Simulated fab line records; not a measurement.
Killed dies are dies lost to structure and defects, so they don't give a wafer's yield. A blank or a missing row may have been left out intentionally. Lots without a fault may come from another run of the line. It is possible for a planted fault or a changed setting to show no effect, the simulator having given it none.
Which tool is to blame? -- flow gf180mcu -- Sampling: 11 lots, 33 wafers, 6 of 602 route steps

== WHAT THE GAUGES READ, wafer by wafer ==
GF_V3_THK_MEAS_01. Usual: V3_CVD_00_THK typically reads 597 nm, with standard deviation 6.3.
lot,measured,on,V3_CVD_00_THK (nm),flag
L575,day 21 08:07,film-metro-03,588 601 594,
L577,day 22 02:18,film-metro-01,594 596 596,
L581,day 23 17:16,film-metro-04,598 596 595,
L583,day 24 08:58,film-metro-01,592 603 593,
L585,day 24 21:51,film-metro-01,596 599 589,
L587,day 25 15:45,film-metro-04,592 597 593,
L588,day 25 23:50,film-metro-01,597 598 602,
L592,day 27 06:43,film-metro-04,597 594 601,
L595,day 28 04:41,film-metro-03,593 594 596,
L597,day 28 18:47,film-metro-03,584 589 586,
L598,day 29 03:17,film-metro-04,590 582 590,

GF_M4_RS_MEAS_05: measures by four-point-probe. Usual: M4_ALCU_RS typically reads 0.0697 ohm/sq, with standard deviation 0.00079.
lot,measured,on,M4_ALCU_RS (ohm/sq),flag
L575,day 22 10:22,film-metro-04,0.0693 0.0699 0.0685,
L577,day 23 03:58,film-metro-02,0.0698 0.0689 0.0686,
L581,day 24 17:25,film-metro-02,0.0694 0.0691 0.0692,
L583,day 25 09:07,film-metro-01,0.0690 0.0690 0.0688,
L585,day 25 22:13,film-metro-01,0.0608 0.0614 0.0609 0.0611 0.0613 0.0608,OFF
L587,day 26 15:13,film-metro-04,0.0703 0.0700 0.0694,
L588,day 26 22:58,film-metro-01,0.0615 0.0609 0.0610 0.0614 0.0610 0.0610,OFF
L592,day 28 05:22,film-metro-01,0.0704 0.0707 0.0688,
L595,day 29 02:07,film-metro-01,0.0681 0.0688 0.0686,
L597,day 29 16:30,film-metro-04,0.0706 0.0698 0.0701,
L598,day 29 23:40,film-metro-04,0.0700 0.0711 0.0699,

GF_M4_THK_MEAS_06: measures by xrf. Usual: M4_ALCU_THK typically reads 441 nm, with standard deviation 5.2.
lot,measured,on,M4_ALCU_THK (nm),flag
L575,day 22 10:28,film-metro-04,445 441 450,
L577,day 23 04:05,film-metro-02,440 444 445,
L581,day 24 17:31,film-metro-02,440 441 441,
L583,day 25 09:13,film-metro-01,445 446 448,
L585,day 26 01:20,film-metro-01,508 501 507 502 501 504,OFF
L587,day 26 15:20,film-metro-04,437 441 443,
L588,day 27 01:13,film-metro-01,500 507 508 501 506 505,OFF
L592,day 28 05:28,film-metro-01,438 439 449,
L595,day 29 02:13,film-metro-01,452 447 445,
L597,day 29 16:37,film-metro-04,435 438 438,
L598,day 29 23:47,film-metro-04,436 429 438,

== EACH LOT AND THE TOOL THAT RAN IT (in order: tool; ch and the chambers of the sampled wafers; start) ==
lot,GF_M3_METAL_ETCH_16,GF_V3_CMP_04,GF_M4_SPUTTER_02
L575,"rie-metal-03 ch 0, day 21 07:19","cmp-01 ch 0,1,2, day 21 08:18","pvd-sputter-04, day 22 10:15"
L577,"rie-metal-03 ch 1, day 22 01:32","cmp-02 ch 1,2,3, day 22 02:35","pvd-sputter-04, day 23 03:52"
L581,"rie-metal-02 ch 0,1, day 23 16:24","cmp-01 ch 0,3, day 23 17:26","pvd-sputter-04, day 24 17:17"
L583,"rie-metal-01 ch 0,1, day 24 08:13","cmp-01 ch 0,1,2, day 24 09:16","pvd-sputter-04, day 25 08:59"
L585,"rie-metal-01 ch 1, day 24 21:04","cmp-02 ch 0,2,3, day 24 22:01","pvd-sputter-04, day 25 22:05"
L587,"rie-metal-01 ch 0,1, day 25 15:01","cmp-01 ch 0,2,3, day 25 16:02","pvd-sputter-02, day 26 15:07"
L588,"rie-metal-03 ch 0,1, day 25 22:59","cmp-02 ch 1,2, day 26 00:01","pvd-sputter-04, day 26 22:52"
L592,"rie-metal-02 ch 0,1, day 27 06:01","cmp-02 ch 1,2, day 27 06:53","pvd-sputter-02, day 28 05:14"
L595,"rie-metal-03 ch 0,1, day 28 03:57","cmp-01 ch 2,3, day 28 04:52","pvd-sputter-03, day 29 01:59"
L597,"rie-metal-01 ch 0,1, day 28 18:03","cmp-02 ch 0,2,3, day 28 18:59","pvd-sputter-02, day 29 16:25"
L598,"rie-metal-03 ch 1, day 29 02:33","cmp-01 ch 2,3, day 29 03:31","pvd-sputter-03, day 29 23:35"
- GF_M3_METAL_ETCH_16: etches the open film in Cl2/BCl3, stops on SiO2, target depth 750.8 nm, time 125.1 s.
- GF_V3_CMP_04: polishes SiO2.
- GF_M4_SPUTTER_02: material AlCu, target thk 450 nm, time 23.9 s.

== WHAT THE TOOLS THEMSELVES READ (means of the sampled wafers that have a number; where no wafer has one, the mark that the record gives instead) ==
GF_M3_METAL_ETCH_16. Usual: drypump-motor-current-A 6.0 A, standard deviation 0.57; oes-product-au 0.978 a.u., standard deviation 0.0093; throttle-valve-pct 28.243 %, standard deviation 0.013.
lot,tool,drypump-motor-current-A (A),oes-product-au (a.u.),throttle-valve-pct (%),flag
L575,rie-metal-03,4.8,0.968,28.249,
L577,rie-metal-03,6.6,0.980,28.253,
L581,rie-metal-02,6.1,0.985,28.245,
L583,rie-metal-01,6.2,0.970,28.252,
L585,rie-metal-01,6.4,0.962,28.257,
L587,rie-metal-01,6.0,0.977,28.249,
L588,rie-metal-03,6.1,0.975,28.243,
L592,rie-metal-02,6.1,0.984,28.242,
L595,rie-metal-03,5.4,0.978,28.241,
L597,rie-metal-01,6.2,0.967,28.249,
L598,rie-metal-03,6.7,0.976,28.247,

GF_V3_CMP_04. Usual: head-pressure-psi 3.999 psi, standard deviation 0.0093; motor-current-A 11.1 A, standard deviation 0.87; platen-rpm 60.00 rpm, standard deviation 0.045; time-to-endpoint-s 80 s, standard deviation 5.1.
lot,tool,head-pressure-psi (psi),motor-current-A (A),platen-rpm (rpm),time-to-endpoint-s (s),flag
L575,cmp-01,4.005,10.8,59.99,80,
L577,cmp-02,3.997,11.2,60.00,77,
L581,cmp-01,4.001,9.7,60.00,86,
L583,cmp-01,4.010,10.9,59.95,81,
L585,cmp-02,4.002,11.6,60.02,81,
L587,cmp-01,3.993,10.0,60.02,72,
L588,cmp-02,4.000,10.9,59.97,83,
L592,cmp-02,3.999,10.7,60.06,86,
L595,cmp-01,3.987,10.4,60.00,80,
L597,cmp-02,4.000,11.6,59.99,82,
L598,cmp-01,4.002,11.1,60.05,77,

GF_M4_SPUTTER_02. Usual: chamber-pressure-pa 0.4001 Pa, standard deviation 0.00079; throttle-valve-pct 30.5 %, standard deviation 0.82.
lot,tool,chamber-pressure-pa (Pa),throttle-valve-pct (%),flag
L575,pvd-sputter-04,0.3998,31.2,
L577,pvd-sputter-04,0.4000,30.4,
L581,pvd-sputter-04,0.4001,30.1,
L583,pvd-sputter-04,0.4002,30.6,
L585,pvd-sputter-04,0.4005,30.2,
L587,pvd-sputter-02,0.3995,30.8,
L588,pvd-sputter-04,0.4002,30.4,
L592,pvd-sputter-02,0.4004,31.0,
L595,pvd-sputter-03,0.4006,30.6,
L597,pvd-sputter-02,0.4000,30.7,
L598,pvd-sputter-03,0.4001,30.5,

== THE ANSWER, worked out from the rows above alone ==
Rule: a lot counts as off when the mean over its wafers that have a number is more than 3 standard deviations away from the usual mean. A lot without any number at a reading at which 4 lots or more have one is off too. The other lots that the step has rows for count as sound. First the gauges in route order, then the tools' own readings, where a lot's mean is used as printed above. At the first step where some lot is off, the reading lying furthest off is the one used; lots without a number count as furthest.
Off: at GF_M4_RS_MEAS_05 (M4_ALCU_RS), L585, L588.
If a tool, at a process step before that reading, ran all the lots that are off and no sound lot after the first of them, it fits. Gauges at GF_M4_RS_MEAS_05: tried the same way as those tools. One fits: GF_M4_SPUTTER_02 on pvd-sputter-04. A fault onset in the window from L583 (day 25 08:59, its last sound lot) to L585 (day 25 22:05, its first lot off) fits.

== WHAT THE SIMULATOR PUT IN ==
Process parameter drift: pvd-sputter-04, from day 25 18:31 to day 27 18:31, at GF_M4_SPUTTER_02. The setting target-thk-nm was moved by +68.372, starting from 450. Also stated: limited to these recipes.
Struck lots among those shown: L585, L588. The rule above reached the same finding.
